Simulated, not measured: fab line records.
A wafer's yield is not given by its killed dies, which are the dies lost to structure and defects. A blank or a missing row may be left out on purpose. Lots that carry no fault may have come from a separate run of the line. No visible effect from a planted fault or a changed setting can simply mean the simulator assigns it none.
The tool behind it: which one? || flow gf180mcu || 39 wafers from 13 lots sampled at 2 of the route's 602 steps

WHAT THE GAUGES READ, wafer by wafer
GF_V4_THK_MEAS_25: measures by xrf.
{"lot": "L444", "measured": "day 24 09:59", "on": "film metro-01", "V4_W_THK (nm)": "359 360 361"}
{"lot": "L445", "measured": "day 24 12:30", "on": "film metro-04", "V4_W_THK (nm)": "369 363 361"}
{"lot": "L449", "measured": "day 25 21:23", "on": "film metro-04", "V4_W_THK (nm)": "364 373 369"}
{"lot": "L450", "measured": "day 26 08:10", "on": "film metro-03", "V4_W_THK (nm)": "362 358 359"}
{"lot": "L451", "measured": "day 26 22:00", "on": "film metro-04", "V4_W_THK (nm)": "369 373 362"}
{"lot": "L453", "measured": "day 27 09:29", "on": "film metro-03", "V4_W_THK (nm)": "359 354 360"}
{"lot": "L455", "measured": "day 28 09:02", "on": "film metro-01", "V4_W_THK (nm)": "365 368 362"}
{"lot": "L456", "measured": "day 28 14:49", "on": "film metro-03", "V4_W_THK (nm)": "350 360 351"}
{"lot": "L461", "measured": "day 29 22:26", "on": "film metro-01", "V4_W_THK (nm)": "359 354 349"}
{"lot": "L462", "measured": "day 29 23:23", "on": "film metro-04", "V4_W_THK (nm)": "365 361 367"}
{"lot": "L465", "measured": "day 31 04:04", "on": "film metro-01", "V4_W_THK (nm)": "357 358 362"}
{"lot": "L466", "measured": "day 31 04:46", "on": "film metro-01", "V4_W_THK (nm)": "352 355 348"}
{"lot": "L467", "measured": "day 31 13:34", "on": "film metro-04", "V4_W_THK (nm)": "368 374 364"}

WHAT TOOL EACH LOT RAN ON (gives the tool, then ch and the chambers of the sampled wafers, and finally the start)
{"lot": "L444", "GF_V4_CVD_02": "pecvd-02 ch 0,1, day 23 09:31"}
{"lot": "L445", "GF_V4_CVD_02": "pecvd-01 ch 1,2, day 23 12:23"}
{"lot": "L449", "GF_V4_CVD_02": "pecvd-02 ch 0,1, day 24 23:07"}
{"lot": "L450", "GF_V4_CVD_02": "pecvd-02 ch 0,1,2, day 25 09:43"}
{"lot": "L451", "GF_V4_CVD_02": "pecvd-01 ch 0,1,2, day 25 23:32"}
{"lot": "L453", "GF_V4_CVD_02": "pecvd-01 ch 0,1,2, day 26 11:21"}
{"lot": "L455", "GF_V4_CVD_02": "pecvd-02 ch 0,2, day 27 11:59"}
{"lot": "L456", "GF_V4_CVD_02": "pecvd-02 ch 0,1, day 27 16:59"}
{"lot": "L461", "GF_V4_CVD_02": "pecvd-01 ch 0,1, day 29 02:01"}
{"lot": "L462", "GF_V4_CVD_02": "pecvd-04 ch 1,2, day 29 03:02"}
{"lot": "L465", "GF_V4_CVD_02": "pecvd-04 ch 0,2, day 30 08:43"}
{"lot": "L466", "GF_V4_CVD_02": "pecvd-02 ch 0,1, day 30 09:08"}
{"lot": "L467", "GF_V4_CVD_02": "pecvd-02 ch 1,2, day 30 17:28"}
- GF_V4_CVD_02: deposits SiO2 from TEOS, target thk 850 nm, time 94.851 s.

WHAT THE TOOLS THEMSELVES READ (means of the sampled wafers that have a number; where no wafer has one, the mark that the record gives instead)
GF_V4_CVD_02.
{"lot": "L444", "tool": "pecvd-02", "heater power w (W)": 693, "rf fwd power W (W)": 596.6}
{"lot": "L445", "tool": "pecvd-01", "heater power w (W)": 561, "rf fwd power W (W)": 594.5}
{"lot": "L449", "tool": "pecvd-02", "heater power w (W)": 652, "rf fwd power W (W)": 597.0}
{"lot": "L450", "tool": "pecvd-02", "heater power w (W)": 648, "rf fwd power W (W)": 595.3}
{"lot": "L451", "tool": "pecvd-01", "heater power w (W)": 619, "rf fwd power W (W)": 595.3}
{"lot": "L453", "tool": "pecvd-01", "heater power w (W)": 617, "rf fwd power W (W)": 596.0}
{"lot": "L455", "tool": "pecvd-02", "heater power w (W)": 631, "rf fwd power W (W)": 691.1}
{"lot": "L456", "tool": "pecvd-02", "heater power w (W)": 679, "rf fwd power W (W)": 691.2}
{"lot": "L461", "tool": "pecvd-01", "heater power w (W)": 626, "rf fwd power W (W)": 595.1}
{"lot": "L462", "tool": "pecvd-04", "heater power w (W)": 578, "rf fwd power W (W)": 597.3}
{"lot": "L465", "tool": "pecvd-04", "heater power w (W)": 691, "rf fwd power W (W)": 597.5}
{"lot": "L466", "tool": "pecvd-02", "heater power w (W)": 710, "rf fwd power W (W)": 594.0}
{"lot": "L467", "tool": "pecvd-02", "heater power w (W)": 685, "rf fwd power W (W)": 595.4}

THE ANSWER, worked out from the rows above alone
Rule: usual is defined by the lots themselves. Put in order of their means at a reading, lots are off if they are a third of the lots or fewer, leave a main group of 4 or more, and stand apart from it by a gap of 3 or more times the standard deviation of the main group's means; of several such gaps the widest counts. A main group whose means are all the same, to the digits that the tables above print for the reading, isn't used. A lot without any number at a reading at which 4 lots or more have one is off too. Any other lot the step has rows for is counted as sound. First the gauges in route order, then the tools' own readings, where a lot's mean is used as printed above. At the first step where some lot is off, the reading lying furthest off is the one used; lots without a number count as furthest.
Off at GF_V4_CVD_02 (rf fwd power W): L455, L456. For the main group the mean is 595.8 W and the standard deviation 1.1.
A tool fits if, at that step or a process step before it, it ran every lot that is off, and no sound lot after the first of them. Of those tried, none fits.

WHAT THE SIMULATOR HAD PUT IN
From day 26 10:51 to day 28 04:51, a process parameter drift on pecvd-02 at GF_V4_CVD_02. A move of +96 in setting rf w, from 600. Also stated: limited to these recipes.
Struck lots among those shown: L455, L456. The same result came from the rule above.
